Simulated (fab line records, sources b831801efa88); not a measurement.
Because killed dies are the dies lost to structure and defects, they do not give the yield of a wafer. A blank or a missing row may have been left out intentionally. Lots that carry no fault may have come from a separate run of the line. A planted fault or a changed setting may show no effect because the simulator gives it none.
fab line records -- flow sky130
record: lots: 6, wafers: 18, last_day: 50
route steps=708 shown METAL1@440 PAD_OPEN@708
lots that met no fault: from a run of the same line without faults
start_h: hours from the record's first day to the start of the lot's first wafer shown -- wait_h: time in hours since the lot's previous step -- " same as the row above -- L1.1+2: one row covering several wafers at once -- - no value present, or no start provided -- * or withheld: withheld -- < > ~ a bound
route shown NAME@n: NAME is a module with steps in the file, n the number in the route of the first one -- usual: the fault-free wafers' mean and standard deviation -- same: alike in all rows -- chamber/n: place in a boat -- sites: the reading at each site -- _std_site: how widely they spread, as a standard deviation -- _edge_site: mean of outer sites minus mean of inner sites -- radius_mm: for every site, how far away it sits from the centre of the wafer -- mask NAME#n: copy n -- behind: the last tool/chamber to shape the wafer -- hold: why the lot went on hold/how many hours it stayed there/how the hold came to an end -- device: names the non-switching transistor (n, p or np) -- end of line: tests run on the same wafers once the route is complete -- where a step has no rows: the recipe by itself -- killed: at the first sort, the dies lost to defects and structure; wafer yield is something else -- map: per-die view of a wafer (x killed, . not killed, _ where there is no die)
set.NAME: the setting that was run; set.NAME@STEP: the one run at that earlier step -- model.NAME: the simulator's own value behind a step, which no gauge read
lots seen at some steps along the route; tables by step, rows by wafer
services: when a tool's chamber went out of use (start_h, in hours from the record's first day, below 0 if earlier), for how many hours, and the reason
== steps ==
step: SKY_METAL1_THK_MEAS_06
recipe: thk_meas_gauge: xrf, reads: AlCu_of_METAL1_SPUTTER_02
usual: METAL1_ALCU_THK: 251.1/2.2
lot.wafer,tool,chamber,start_h,wait_h,METAL1_ALCU_THK[nm]
L904.2,film_metro-02,-,766.30,0.1,255.0
L904.3,film_metro-02,-,766.30,0.1,255.3
L904.6,film_metro-02,-,766.30,0.1,254.6
L912.1,film_metro-03,-,827.10,0.1,247.9
L912.2,film_metro-03,-,827.10,0.1,248.5
L912.4,film_metro-03,-,827.10,0.1,247.0
L911.1,film_metro-04,-,829.15,0.1,250.2
L911.5,film_metro-04,-,829.15,0.1,250.8
L911.6,film_metro-04,-,829.15,0.1,248.1
L918.1,film_metro-02,-,859.48,0.1,252.1
L918.2,film_metro-02,-,859.48,0.1,252.6
L918.4,film_metro-02,-,859.48,0.1,253.9
L922.2,film_metro-04,-,881.44,0.1,249.9
L922.3,film_metro-04,-,881.44,0.1,252.7
L922.6,film_metro-04,-,881.44,0.1,248.7
L925.3,film_metro-02,-,906.39,0.1,251.4
L925.4,film_metro-02,-,906.39,0.1,250.7
L925.5,film_metro-02,-,906.39,0.1,251.8
step: SKY_METAL1_DEHYDRATE_07
recipe: temp_c: 200, time_s: 60
step: SKY_METAL1_HMDS_08
recipe: prime_time_s: 60, prime_temp_c: 120
step: SKY_METAL1_COAT_09
recipe: resist: BARC, temp_c: withheld, time_s: withheld, spin_rpm: 3000, resist_thk_nm: 60
step: SKY_METAL1_COAT_10
recipe: resist: KrF-thick, spin_rpm: 3000, resist_thk_nm: 450
step: SKY_METAL1_SOFTBAKE_11
recipe: temp_c: 100, time_s: 90, resist: KrF-thick
step: SKY_METAL1_EXPOSE_12
recipe: mask_id: MM1, na: 0.8, source_shape: annular, sigma_inner: 0.55, sigma_outer: 0.85, target_cd_nm: 140, dose_mj: 28
step: SKY_METAL1_PEB_13
recipe: peb_temp_c: withheld, peb_time_s: withheld, resist: KrF-thick
step: SKY_METAL1_DEVELOP_14
recipe: develop_time_s: 60, resist: KrF-thick, dev_temp_c: 21
step: SKY_METAL1_CD_MEAS_15
recipe: target_cd_nm: 140
usual: cd_nm: 140.2/1.3
lot.wafer,tool,chamber,start_h,wait_h,cd_nm
L904.2,cd_sem-01,-,791.96,-,139.0
L904.3,cd_sem-01,-,791.96,-,140.7
L904.6,cd_sem-01,-,791.96,-,138.7
L912.1,cd_sem-01,-,853.25,-,138.5
L912.2,cd_sem-01,-,853.25,-,139.9
L912.4,cd_sem-01,-,853.25,-,138.0
L911.1,cd_sem-01,-,855.09,-,140.2
L911.5,cd_sem-01,-,855.09,-,141.0
L911.6,cd_sem-01,-,855.09,-,139.4
L918.1,cd_sem-01,-,885.10,-,139.4
L918.2,cd_sem-01,-,885.10,-,139.7
L918.4,cd_sem-01,-,885.10,-,140.6
L922.2,cd_sem-02,-,907.56,-,138.9
L922.3,cd_sem-02,-,907.56,-,139.1
L922.6,cd_sem-02,-,907.56,-,138.5
L925.3,cd_sem-02,-,930.94,-,141.7
L925.4,cd_sem-02,-,930.94,-,140.0
L925.5,cd_sem-02,-,930.94,-,142.9
step: SKY_METAL1_OVL_MEAS_16
usual: METAL1_OVL: 4/5.6
lot.wafer,tool,chamber,start_h,wait_h,METAL1_OVL[nm]
L904.2,overlay-01,-,792.07,0.1,6
L904.3,overlay-01,-,792.07,0.1,-1
L904.6,overlay-01,-,792.07,0.1,9
L912.1,overlay-01,-,853.37,0.1,3
L912.2,overlay-01,-,853.37,0.1,7
L912.4,overlay-01,-,853.37,0.1,1
L911.1,overlay-02,-,855.21,0.1,0
L911.5,overlay-02,-,855.21,0.1,3
L911.6,overlay-02,-,855.21,0.1,-3
L918.1,overlay-02,-,885.22,0.1,2
L918.2,overlay-02,-,885.22,0.1,1
L918.4,overlay-02,-,885.22,0.1,1
L922.2,overlay-01,-,907.67,0.1,-4
L922.3,overlay-01,-,907.67,0.1,-2
L922.6,overlay-01,-,907.67,0.1,-1
L925.3,overlay-01,-,931.04,0.1,2
L925.4,overlay-01,-,931.04,0.1,6
L925.5,overlay-01,-,931.04,0.1,3
step: SKY_METAL1_DESCUM_17
recipe: chemistry: O2, source_power_w: 150, bias_power_w: 0, pressure_mtorr: 10, temp_c: 40, time_s: 8
usual: drypump_motor_current_A: 6.00/0.2, oes_product_au: 0.994/0.0078
lot.wafer,tool,chamber,start_h,wait_h,drypump_motor_current_A,oes_product_au,rf_hours_counter_h
L904.2,rie_metal-01,0,792.10,0.0,5.99,0.980,7
L904.3,rie_metal-01,1,792.10,0.0,5.95,0.998,-
L904.6,rie_metal-01,0,792.10,0.0,6.00,0.987,-
L912.1,rie_metal-03,1,853.41,0.0,6.40,0.994,16
L912.2,rie_metal-03,0,853.41,0.0,5.84,0.988,0
L912.4,rie_metal-03,0,853.41,0.0,5.83,0.991,-
L911.1,rie_metal-03,0,855.25,0.0,5.81,0.988,1
L911.5,rie_metal-03,0,855.25,0.0,5.84,0.990,-
L911.6,rie_metal-03,0,855.25,0.0,5.83,1.000,-
L918.1,rie_metal-01,0,885.26,0.0,6.02,0.990,12
L918.2,rie_metal-01,0,885.26,0.0,6.01,0.995,-
L918.4,rie_metal-01,0,885.26,0.0,6.02,0.974,-
L922.2,rie_metal-01,0,907.71,0.0,6.02,0.999,-
L922.3,rie_metal-01,0,907.71,0.0,6.02,0.996,-
L922.6,rie_metal-01,0,907.71,0.0,5.98,0.994,-
L925.3,rie_metal-03,0,931.07,0.0,5.81,0.986,-
L925.4,rie_metal-03,1,931.07,0.0,6.39,0.997,-
L925.5,rie_metal-03,1,931.07,0.0,6.40,1.002,-
step: SKY_METAL1_ETCH_18
recipe: chemistry: N2/H2, target: BARC, ion_energy_ev: 200, bias_w: 100, pressure_mtorr: 30, n2_flow_sccm: 100, h2_flow_sccm: 200, icp_w: 500, stop_on: SiO2, time_s: 45.9, target_depth_a: 600
usual: drypump_motor_current_A: 6.01/0.21, h2_flow_sccm: 199.9/0.58, oes_product_au: 0.854/0.0047, throttle_valve_pct: 13.224/0.0094
lot.wafer,tool,chamber,start_h,wait_h,drypump_motor_current_A,h2_flow_sccm,oes_product_au,rf_hours_counter_h,throttle_valve_pct,model.KrF-thick_of_METAL1_COAT_10.thk_nm
L904.2,rie_metal-01,0,792.13,0.0,5.98,200.0,0.854,7,13.203,393
L904.3,rie_metal-01,1,792.13,0.0,5.99,199.4,0.851,-,13.210,393.1
L904.6,rie_metal-01,0,792.13,0.0,5.99,200.0,0.852,-,13.228,392.2
L912.1,rie_metal-03,1,853.44,0.0,6.38,200.2,0.848,16,13.211,390.1
L912.2,rie_metal-03,0,853.44,0.0,5.85,200.0,0.857,0,13.213,392.3
L912.4,rie_metal-03,0,853.44,0.0,5.86,199.5,0.845,-,13.245,389.8
L911.1,rie_metal-03,0,855.31,0.1,5.84,200.6,0.858,1,13.222,388.9
L911.5,rie_metal-03,0,855.31,0.1,5.85,200.0,0.855,-,13.225,390
L911.6,rie_metal-03,0,855.31,0.1,5.85,200.9,0.846,-,13.222,389.7
L918.1,rie_metal-01,0,885.32,0.1,6.00,200.7,0.853,12,13.225,392
L918.2,rie_metal-01,0,885.32,0.1,6.00,199.9,0.850,-,13.230,392.7
L918.4,rie_metal-01,0,885.32,0.1,6.00,200.6,0.844,-,13.224,393.8
L922.2,rie_metal-01,0,907.78,0.1,5.99,199.2,0.860,-,13.241,395.4
L922.3,rie_metal-01,0,907.78,0.1,6.02,199.5,0.852,-,13.235,395.4
L922.6,rie_metal-01,0,907.78,0.1,6.00,198.9,0.854,-,13.225,394.9
L925.3,rie_metal-03,0,931.11,0.0,5.85,199.5,0.851,-,13.209,391.8
L925.4,rie_metal-03,1,931.11,0.0,6.40,200.8,0.855,-,13.230,390.9
L925.5,rie_metal-03,1,931.11,0.0,6.39,200.1,0.852,-,13.229,389.6
step: SKY_METAL1_METAL_ETCH_19
recipe: target_depth_a: 3600, stop_on: SiO2, over_etch_frac: 0.3, time_s: 78, chemistry: Cl2/BCl3, resist_sidewall_deg: 88, pressure_mtorr: 10, icp_w: 900, bias_w: 48.5, Cl2_flow_sccm: 60, bcl3_flow_sccm: 30
usual: drypump_motor_current_A: 6.00/0.21, oes_product_au: 0.855/0.0054, throttle_valve_pct: 22.265/0.0082
lot.wafer,tool,chamber,start_h,wait_h,drypump_motor_current_A,oes_product_au,rf_hours_counter_h,throttle_valve_pct
L904.2,rie_metal-01,0,792.19,0.0,5.98,0.859,7,22.260
L904.3,rie_metal-01,1,792.19,0.0,5.97,0.861,-,22.256
L904.6,rie_metal-01,0,792.19,0.0,6.01,0.858,-,22.262
L912.1,rie_metal-03,1,853.50,0.0,6.43,0.853,16,22.278
L912.2,rie_metal-03,0,853.50,0.0,5.83,0.854,0,22.265
L912.4,rie_metal-03,0,853.50,0.0,5.85,0.853,-,22.262
L911.1,rie_metal-03,0,855.44,0.1,5.84,0.858,1,22.271
L911.5,rie_metal-03,0,855.44,0.1,5.85,0.865,-,22.264
L911.6,rie_metal-03,0,855.44,0.1,5.82,0.852,-,22.262
L918.1,rie_metal-01,0,885.45,0.1,5.98,0.868,12,22.271
L918.2,rie_metal-01,0,885.45,0.1,5.98,0.864,-,22.263
L918.4,rie_metal-01,0,885.45,0.1,5.97,0.868,-,22.255
L922.2,rie_metal-01,0,907.92,0.1,5.98,0.860,-,22.273
L922.3,rie_metal-01,0,907.92,0.1,5.98,0.861,-,22.266
L922.6,rie_metal-01,0,907.92,0.1,6.01,0.866,-,22.268
L925.3,rie_metal-03,0,931.18,0.1,5.81,0.854,-,22.269
L925.4,rie_metal-03,1,931.18,0.1,6.38,0.845,-,22.256
L925.5,rie_metal-03,1,931.18,0.1,6.42,0.849,-,22.255
step: SKY_PAD_OPEN_PROBE_99
usual: defect_limited_yield: 82.3/1.8, killed_at_M0_to_M3: 44/6.9, killed_at_M4_up: 3.3/1.7, killed_at_contacts: 24/5.5, killed_at_front_end: 16/4.5, killed_at_other: 0.2/0.46, killed_dies: 87/9.1, killed_open: 48/7.3, killed_short: 39/6.2, sort_bin_3_pad_short: 0.9/0.4, sort_bin_5_function: 10.4/1.5, sort_bin_6_memory: 6.4/1.2, sort_n_pass: 405/9.1, sort_yield_pct: 82.3/1.8
same: gross_dies: 492, killed_at_back_side: 0, sort_bin_4_leakage[%]: 0, sort_bin_8_speed[%]: 0
lot.wafer,tool,chamber,start_h,wait_h,defect_limited_yield[%],killed_at_M0_to_M3,killed_at_M4_up,killed_at_contacts,killed_at_front_end,killed_at_other,killed_dies,killed_open,killed_short,sort_bin_3_pad_short[%],sort_bin_5_function[%],sort_bin_6_memory[%],sort_n_pass,sort_yield_pct[%]
L918.1,prober-01,-,1169.42,0.1,83.9,38,5,24,12,0,79,39,40,0.6,10.4,5.1,413,83.9
L918.2,prober-01,-,1169.47,0.1,81.9,36,6,35,12,0,89,55,34,0.4,11.8,5.9,403,81.9
L918.4,prober-01,-,1169.57,0.2,84.3,48,4,18,7,0,77,43,34,0.8,8.7,6.1,415,84.3
killed by level:class
L918.1 CONTACT:geometric_particle:open=9 VIA1:geometric_particle:open=9 VIA2:geometric_particle:open=7 FIELD_ISO:geometric_particle:short=5 LI_CONTACT:geometric_particle:open=5 CONTACT:geometric_particle:short=5 METAL2:geometric_particle:short=5 VIA2:geometric_particle:short=5
L918.2 CONTACT:geometric_particle:open=16 VIA1:geometric_particle:open=10 LI_CONTACT:geometric_particle:open=7 CONTACT:geometric_particle:short=6 METAL1:geometric_particle:short=5 VIA3:geometric_particle:open=5 FIELD_ISO:geometric_particle:open=4 POLY_GATE:geometric_particle:open=4
L918.4 VIA1:geometric_particle:open=15 CONTACT:geometric_particle:open=7 LI_CONTACT:geometric_particle:open=7 METAL3:geometric_particle:short=6 VIA2:geometric_particle:open=5 VIA1:geometric_particle:short=5 METAL1:geometric_particle:short=4 METAL2:geometric_particle:short=4
== services ==
tool,chamber,start_h,hours,kind
rie_metal-01,1,811.51,9.1,repair
rie_metal-03,0,822.58,-,clean
rie_metal-03,0,822.58,19.0,scheduled_down
rie_metal-03,0,822.58,19.0,vent_cycle
rie_metal-01,1,838.27,71.5,repair
rie_metal-03,1,853.60,-,clean
rie_metal-03,1,853.60,16.2,scheduled_down
rie_metal-03,1,853.60,16.2,vent_cycle
== key ==
first_sign none at tools or gauges
model_effect: step: SKY_METAL1_ETCH_18, value: KrF-thick_of_METAL1_COAT_10.thk_nm, without: 392.3, struck: 390.1
met_at SKY_METAL1_ETCH_18
struck_wafers L911.1,L911.5,L911.6,L912.1,L912.2,L912.4
fault: kind: process_parameter_drift, tool: rie_metal-03, chamber: -, onset_h: 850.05, steps: SKY_METAL1_ETCH_18, channel: ion_energy_ev, offset: 32, shape: step, end_h: 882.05, acts_in: these_recipes_only, stated: 200
